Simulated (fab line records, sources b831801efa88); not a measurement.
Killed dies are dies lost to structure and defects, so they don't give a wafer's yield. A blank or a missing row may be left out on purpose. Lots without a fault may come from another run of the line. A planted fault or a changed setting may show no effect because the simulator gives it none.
Which tool did it? | flow sfq_line | 14 lots, 42 wafers sampled, at 3 steps of a route of 325

WHAT THE GAUGES READ, wafer by wafer
SFQ_M6_RS_MEAS_938: measures by four-point-probe.
lot  | measured     | on            | M6_NB_RS (ohm/sq)
L333 | day 70 19:28 | film_metro-03 | 0.899 0.890 0.907
L334 | day 71 23:52 | film_metro-03 | 0.899 0.914 0.895
L336 | day 72 03:28 | film_metro-03 | 0.890 0.890 0.887
L338 | day 73 22:26 | film_metro-01 | 0.896 0.880 0.878
L339 | day 75 21:48 | film_metro-02 | 0.889 0.893 0.892
L340 | day 75 23:08 | film_metro-03 | 0.890 0.895 0.896
L341 | day 76 05:40 | film_metro-03 | 0.896 0.891 0.883
L344 | day 79 20:35 | film_metro-02 | 0.890 0.885 0.892
L347 | day 80 18:16 | film_metro-02 | 0.891 0.879 0.892
L350 | day 81 12:59 | film_metro-01 | 0.880 0.907 0.890
L353 | day 81 17:14 | film_metro-01 | 0.894 0.888 0.894
L354 | day 82 19:41 | film_metro-01 | 0.890 0.905 0.903
L355 | day 82 20:52 | film_metro-03 | 0.904 0.892 0.891
L356 | day 83 00:47 | film_metro-02 | 0.891 0.884 0.880

WHICH TOOL RAN EACH LOT (tool, then ch and the chambers of the sampled wafers, then the start)
lot  | SFQ_TRILAYER_A5C_DEP_PECVD_142  | SFQ_TRILAYER_C5_BARC_OPEN_VIA_ETCH_210
L333 | pecvd-03 ch 0,1,2, day 66 16:47 | rie_diel-02 ch 1,2,3, day 70 18:29
L334 | pecvd-01 ch 1,2, day 67 09:45   | rie_diel-01 ch 0,2,3, day 71 22:52
L336 | pecvd-01 ch 0,1, day 67 23:59   | rie_diel-01 ch 2,3, day 72 02:28
L338 | pecvd-02 ch 0,1,2, day 69 04:02 | rie_diel-01 ch 0,1,3, day 73 21:25
L339 | pecvd-01 ch 1,2, day 69 12:43   | rie_diel-01 ch 0,1, day 75 20:49
L340 | pecvd-02 ch 0,2, day 69 21:41   | rie_diel-03 ch 1,2, day 75 22:09
L341 | pecvd-03 ch 0,2, day 69 23:14   | rie_diel-02 ch 0,1,2, day 76 03:55
L344 | pecvd-01 ch 0,1,2, day 70 07:21 | rie_diel-03 ch 1,3, day 79 19:34
L347 | pecvd-02 ch 0,1, day 71 03:44   | rie_diel-01 ch 1,2,3, day 80 17:17
L350 | pecvd-01 ch 0,1, day 76 10:48   | rie_diel-02 ch 1,3, day 81 11:25
L353 | pecvd-03 ch 0,1,2, day 77 02:24 | rie_diel-02 ch 1,3, day 81 16:13
L354 | pecvd-03 ch 0,2, day 77 07:12   | rie_diel-03 ch 0,1,2, day 82 18:41
L355 | pecvd-01 ch 0,1, day 77 08:24   | rie_diel-01 ch 1,3, day 82 19:53
L356 | pecvd-02 ch 1,2, day 78 10:51   | rie_diel-02 ch 0,3, day 82 23:46
- SFQ_TRILAYER_A5C_DEP_PECVD_142: deposits SiO2 from SiH4/N2O, time 15.556 s, target thk 70 nm.
- SFQ_TRILAYER_C5_BARC_OPEN_VIA_ETCH_210: etches BARC in O2, target depth 125 nm, time 41.7 s.

WHAT THE TOOLS THEMSELVES READ (means of the sampled wafers that have a number; where no wafer has one, the mark that the record gives instead)
SFQ_TRILAYER_A5C_DEP_PECVD_142.
lot  | tool     | heater_power_w (W) | throttle_valve_pct (%)
L333 | pecvd-03 | 93                 | 23.2
L334 | pecvd-01 | 85                 | 25.8
L336 | pecvd-01 | 91                 | 26.0
L338 | pecvd-02 | 79                 | 24.5
L339 | pecvd-01 | 80                 | 25.7
L340 | pecvd-02 | 80                 | 24.7
L341 | pecvd-03 | 99                 | 23.6
L344 | pecvd-01 | 88                 | 25.8
L347 | pecvd-02 | 63                 | 24.1
L350 | pecvd-01 | 94                 | 23.2
L353 | pecvd-03 | 87                 | 24.0
L354 | pecvd-03 | 94                 | 24.6
L355 | pecvd-01 | 89                 | 23.3
L356 | pecvd-02 | 83                 | 24.3

SFQ_TRILAYER_C5_BARC_OPEN_VIA_ETCH_210.
lot  | tool        | drypump_motor_current_A (A) | oes_product_au (a.u.)
L333 | rie_diel-02 | 5.7                         | 0.688
L334 | rie_diel-01 | 5.5                         | 0.685
L336 | rie_diel-01 | 5.3                         | 0.687
L338 | rie_diel-01 | 5.8                         | 0.681
L339 | rie_diel-01 | 6.0                         | 0.680
L340 | rie_diel-03 | 6.1                         | 0.682
L341 | rie_diel-02 | 6.2                         | 0.687
L344 | rie_diel-03 | 6.0                         | 0.692
L347 | rie_diel-01 | 5.6                         | 0.689
L350 | rie_diel-02 | 5.5                         | 0.687
L353 | rie_diel-02 | 5.6                         | 0.686
L354 | rie_diel-03 | 5.8                         | 0.687
L355 | rie_diel-01 | 5.5                         | 0.688
L356 | rie_diel-02 | 5.9                         | 0.684

THE ANSWER, worked out from the rows above alone
Rule: what is usual is taken from the lots themselves. Put in order of their means at a reading, lots are off if they are a third of the lots or fewer, leave a main group of 4 or more, and stand apart from it by a gap of 3 or more times the standard deviation of the main group's means; of several such gaps the widest counts. A main group whose means are all the same, to the digits that the tables above print for the reading, isn't used. A lot without any number at a reading at which 4 lots or more have one is off too. The other lots that the step has rows for count as sound. The gauges are gone through in route order, then the tools' own readings, and for those a lot's mean is taken as printed above. The first step at which some lot is off is used, and at that step the reading that is off furthest; a lot without a number counts as furthest.
No lot is off at any reading shown: from this, nothing can be told.

WHAT THE SIMULATOR HAD PUT IN
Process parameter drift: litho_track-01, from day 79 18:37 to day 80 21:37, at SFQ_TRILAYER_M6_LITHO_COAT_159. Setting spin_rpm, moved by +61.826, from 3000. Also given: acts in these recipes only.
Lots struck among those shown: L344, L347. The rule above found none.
